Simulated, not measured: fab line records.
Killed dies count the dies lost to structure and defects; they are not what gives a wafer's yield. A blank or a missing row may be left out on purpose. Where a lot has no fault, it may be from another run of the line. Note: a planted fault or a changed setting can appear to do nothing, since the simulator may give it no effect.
Struck lot and sound lot, side by side	flow sky130	18 out of 708 route steps
Sound: the wafers L934.3, L934.4, L934.6. Struck: wafer L938.5 (left out: L938.2, L938.6 of the same lot, which were not struck); the cause appears at the end.
At each step with rows: each side's tool, then ch and its chambers, then its first start. Under that, the readings that differ: sound wafers	struck wafers	difference of the means	sigmas: that difference in standard deviations of wafers without a fault.
alike: same words and numbers on both sides, and readings whose means sit less than 2 such deviations apart. not compared: any withheld reading, any reading some wafer has no value for, any bound like >300 that may hide the same value, and any number with overlapping values for which the record gives no deviation.
The two part at a step that has a row with sigmas, a row that says differs or no value, or rows on one side only. Non-overlapping numbers with no deviation appear without sigmas and do not part them. Lack of a reading on every wafer of one side parts them only where that side has two or more wafers.

first, 3 steps without rows for these wafers: SKY_POLY_CUT_EXPOSE_05 (exposes mask NPCM, target cd 270 nm); SKY_POLY_CUT_PEB_06; SKY_POLY_CUT_DEVELOP_07 (develop time 60 s).
SKY_POLY_CUT_CD_MEAS_08: the cd target is 270 nm.
  sound on cd_sem-02 at day 24 02:16; struck on cd_sem-01 at day 26 11:21
  alike: cd_nm
SKY_POLY_CUT_OVL_MEAS_09:
  sound on overlay-02 at day 24 02:22; struck on overlay-01 at day 26 11:28
reading	sound	struck	difference	sigmas
POLY_CUT_OVL (nm)	-10 -9 -11	3	+13	+2
SKY_POLY_CUT_ETCH_10: etches BARC in N2/H2, stops on SiO2, time 45.9 s, target depth 60 nm.
  sound on rie_diel-03 ch 0,1, day 24 02:23; struck on rie_diel-03 ch 2, day 26 11:29
  alike: bias_w, chamber_pressure_mTorr, drypump_motor_current_A, h2_flow_sccm, oes_product_au, throttle_valve_pct
  not compared: rf_hours_counter_h
SKY_POLY_CUT_ETCH_11: etches Si3N4 in CF4/CH2F2/Ar, stops on poly-Si, time 42.5 s, target depth 60 nm.
  sound on rie_diel-03 ch 0,1, day 24 02:26; struck on rie_diel-03 ch 2, day 26 11:32
  alike: bias_w, chamber_pressure_mTorr, drypump_motor_current_A, oes_product_au, throttle_valve_pct
  not compared: rf_hours_counter_h
SKY_POLY_CUT_STRIP_12: strips in O2/N2.
  sound on plasma_asher-03 ch 0,1, day 24 02:31; struck on plasma_asher-03 ch 0, day 26 11:34
  alike: chamber_pressure_mTorr, drypump_motor_current_A, oes_product_au, strip_time_to_endpoint_s
  not compared: rf_hours_counter_h
then, 4 steps without rows for these wafers: SKY_SD_P_DEHYDRATE_00 (time 60 s); SKY_SD_P_HMDS_01 (prime time 60 s); SKY_SD_P_COAT_02 (resist thk 1140 nm); SKY_SD_P_SOFTBAKE_03 (time 60 s).
SKY_SD_P_EXPOSE_04: exposes mask PSDM, target cd 380 nm.
  sound on iline_stepper-01 ch 0, day 24 17:41; struck on iline_stepper-02 ch 0, day 27 02:14
  alike: mask, focus_offset_nm
then, 2 steps without rows for these wafers: SKY_SD_P_PEB_05; SKY_SD_P_DEVELOP_06 (develop time 60 s).
SKY_SD_P_CD_MEAS_07: the cd target is 380 nm.
  sound on cd_sem-01 at day 25 07:24; struck on cd_sem-01 at day 27 16:45
reading	sound	struck	difference	sigmas
cd_nm (nm)	379 378 378	353	-25	-7
SKY_SD_P_OVL_MEAS_08:
  sound on overlay-01 at day 25 07:29; struck on overlay-01 at day 27 16:52
  alike: SD_P_OVL
-- here the record skips 20 days between the struck wafers' starts before and after, leaving off in module SD_P and picking up in module PAD_OPEN (first step shown: number 708 of the route) --
SKY_PAD_OPEN_PROBE_99:
  record: rows for the struck wafers here (prober-02, day 47 08:14), none for the sound ones

## WHERE THEY PART
At SKY_POLY_CUT_OVL_MEAS_09 first; at SKY_PAD_OPEN_PROBE_99 last (within this record only).

WHY: what the simulator had put in
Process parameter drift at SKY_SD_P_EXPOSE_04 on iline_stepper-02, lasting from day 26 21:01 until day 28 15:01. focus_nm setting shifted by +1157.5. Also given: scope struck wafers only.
